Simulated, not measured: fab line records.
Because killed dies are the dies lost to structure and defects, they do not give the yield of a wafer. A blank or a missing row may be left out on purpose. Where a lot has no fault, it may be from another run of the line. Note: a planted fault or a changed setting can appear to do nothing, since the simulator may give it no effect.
Which tool did it? -- flow sky130 -- 11 lots with 33 wafers sampled at 5 steps, on a route of 708 steps

## WHAT EACH GAUGE READ, for each wafer
SKY_SD_P_CD_MEAS_07: target cd 380 nm.
lot,measured,on,cdNm (nm)
L460,day 27 09:08,cdSem-01,378.5 379.0 376.3
L461,day 27 11:09,cdSem-02,382.5 382.7 380.2
L465,day 28 05:43,cdSem-02,379.6 378.0 380.8
L468,day 29 03:29,cdSem-01,379.7 382.4 380.5
L470,day 31 02:53,cdSem-02,380.0 380.7 381.6
L471,day 31 04:50,cdSem-01,384.2 379.4 383.7
L473,day 31 06:16,cdSem-01,373.5 372.9 375.5
L475,day 31 07:04,cdSem-01,378.2 375.2 374.2
L476,day 31 16:41,cdSem-02,461.2 460.7 459.7
L478,day 32 11:46,cdSem-01,458.7 456.3 459.4
L479,day 32 17:08,cdSem-01,380.5 380.5 377.8

## WHAT TOOL EACH LOT RAN ON (gives the tool, then ch and the chambers of the sampled wafers, and finally the start)
lot,SKY_LDD_HVN_STRIP_09,SKY_LDD_LDN_STRIP_12,SKY_POLY_CUT_ETCH_11,SKY_SD_P_COAT_02
L460,"plasmaAsher-03 ch 0,1, day 22 08:21","plasmaAsher-02 ch 0,1, day 24 21:42","rieDiel-01 ch 1,2, day 26 04:18","lithoTrack-02 ch 0, day 26 18:17"
L461,"plasmaAsher-01 ch 0,1, day 22 09:05","plasmaAsher-03 ch 0,1, day 24 22:23","rieDiel-03 ch 0,1,3, day 26 05:38","lithoTrack-03 ch 0, day 26 19:39"
L465,"plasmaAsher-04 ch 0,1, day 23 07:14","plasmaAsher-02 ch 0,1, day 25 18:03","rieDiel-03 ch 0,1, day 27 00:44","lithoTrack-02 ch 0, day 27 15:37"
L468,"plasmaAsher-03 ch 0,1, day 24 05:19","plasmaAsher-02 ch 0,1, day 26 16:26","rieDiel-03 ch 0,1,3, day 27 23:14","lithoTrack-04 ch 0, day 28 13:20"
L470,"plasmaAsher-03 ch 0,1, day 26 07:50","plasmaAsher-04 ch 0,1, day 28 17:15","rieDiel-01 ch 0,1,3, day 29 23:18","lithoTrack-03 ch 0, day 30 12:48"
L471,"plasmaAsher-03 ch 0,1, day 26 08:11","plasmaAsher-04 ch 0,1, day 28 18:11","rieDiel-04 ch 0,1,3, day 30 00:46","lithoTrack-02 ch 0, day 30 14:31"
L473,"plasmaAsher-01 ch 0,1, day 26 09:56","plasmaAsher-04 ch 0,1, day 28 19:21","rieDiel-03 ch 1,2,3, day 30 02:26","lithoTrack-02 ch 0, day 30 16:14"
L475,"plasmaAsher-01 ch 0,1, day 26 15:01","plasmaAsher-03 ch 0,1, day 28 23:26","rieDiel-01 ch 2,3, day 30 04:14","lithoTrack-03 ch 0, day 30 17:09"
L476,"plasmaAsher-03 ch 0,1, day 26 21:52","plasmaAsher-02 ch 0,1, day 29 06:47","rieDiel-04 ch 2,3, day 30 12:17","lithoTrack-03 ch 0, day 31 02:24"
L478,"plasmaAsher-01 ch 0,1, day 27 18:45","plasmaAsher-03 ch 0,1, day 30 02:42","rieDiel-04 ch 0,1,3, day 31 08:23","lithoTrack-03 ch 0, day 31 21:58"
L479,"plasmaAsher-01 ch 0,1, day 27 23:14","plasmaAsher-02 ch 0,1, day 30 07:55","rieDiel-01 ch 0,1,3, day 31 13:05","lithoTrack-04 ch 0, day 32 03:02"
- SKY_LDD_HVN_STRIP_09: strips in O2/N2.
- SKY_LDD_LDN_STRIP_12: strips in O2/N2.
- SKY_POLY_CUT_ETCH_11: etches Si3N4 in CF4/CH2F2/Ar, stops on poly-Si, time 42.5 s, target depth 60 nm.
- SKY_SD_P_COAT_02: resist thk 1140 nm.

## WHAT THE TOOLS THEMSELVES READ (means of the sampled wafers that have a number; where no wafer has one, the mark that the record gives instead)
SKY_LDD_HVN_STRIP_09.
lot,tool,drypumpMotorCurrentA (A),oesProductAu (a.u.),stripTimeToEndpointS (s)
L460,plasmaAsher-03,5.55,0.413,4.125
L461,plasmaAsher-01,5.13,0.412,4.157
L465,plasmaAsher-04,5.69,0.410,4.131
L468,plasmaAsher-03,5.53,0.411,4.129
L470,plasmaAsher-03,5.55,0.407,4.116
L471,plasmaAsher-03,5.69,0.403,4.126
L473,plasmaAsher-01,5.11,0.405,4.128
L475,plasmaAsher-01,5.11,0.406,4.127
L476,plasmaAsher-03,5.54,0.405,4.141
L478,plasmaAsher-01,5.12,0.405,4.124
L479,plasmaAsher-01,5.11,0.409,4.129

SKY_LDD_LDN_STRIP_12.
lot,tool,drypumpMotorCurrentA (A),oesProductAu (a.u.),stripTimeToEndpointS (s)
L460,plasmaAsher-02,5.98,0.714,14.331
L461,plasmaAsher-03,5.67,0.713,14.276
L465,plasmaAsher-02,5.99,0.718,14.258
L468,plasmaAsher-02,5.96,0.715,14.255
L470,plasmaAsher-04,5.69,0.709,14.261
L471,plasmaAsher-04,5.61,0.715,14.246
L473,plasmaAsher-04,5.68,0.718,14.243
L475,plasmaAsher-03,5.54,0.715,14.260
L476,plasmaAsher-02,5.82,0.724,14.292
L478,plasmaAsher-03,5.67,0.716,14.255
L479,plasmaAsher-02,5.81,0.716,14.224

SKY_POLY_CUT_ETCH_11.
lot,tool,drypumpMotorCurrentA (A),oesProductAu (a.u.),throttleValvePct (%)
L460,rieDiel-01,5.6,0.832,14.998
L461,rieDiel-03,6.0,0.831,14.997
L465,rieDiel-03,5.5,0.840,14.994
L468,rieDiel-03,6.0,0.837,14.999
L470,rieDiel-01,5.7,0.831,14.995
L471,rieDiel-04,5.8,0.824,14.996
L473,rieDiel-03,5.9,0.824,14.996
L475,rieDiel-01,6.0,0.832,14.990
L476,rieDiel-04,6.0,0.832,14.997
L478,rieDiel-04,5.8,0.834,14.999
L479,rieDiel-01,5.7,0.820,15.004

## THE ANSWER, worked out from the rows above alone
Rule: the usual values come from the lots themselves. The widest of any qualifying gaps counts: lots, ordered by their means at a reading, are off when they make up no more than a third of the lots, leave a main group of 4 or more, and stand apart from it by 3 or more times the standard deviation of that group's means. Not used: any main group whose means are identical at the precision the tables above print for the reading. Also off: a lot with no number at a reading for which 4 or more lots have one. Any other lot the step has rows for is counted as sound. The gauges are gone through in route order, then the tools' own readings, and for those a lot's mean is taken as printed above. At the first step where some lot is off, the reading lying furthest off is the one used; lots without a number count as furthest.
Off at SKY_SD_P_CD_MEAS_07 (cdNm): L476, L478. Main group: mean 379.2 nm, sd 2.6.
If a tool, at a process step before that reading, ran all the lots that are off and no sound lot after the first of them, it fits. Gauges at SKY_SD_P_CD_MEAS_07: tried the same way as those tools. 2 tools fit, rieDiel-04 at SKY_POLY_CUT_ETCH_11 and lithoTrack-03 at SKY_SD_P_COAT_02, so this cannot tell which one it is.

## WHAT THE SIMULATOR HAD PUT IN
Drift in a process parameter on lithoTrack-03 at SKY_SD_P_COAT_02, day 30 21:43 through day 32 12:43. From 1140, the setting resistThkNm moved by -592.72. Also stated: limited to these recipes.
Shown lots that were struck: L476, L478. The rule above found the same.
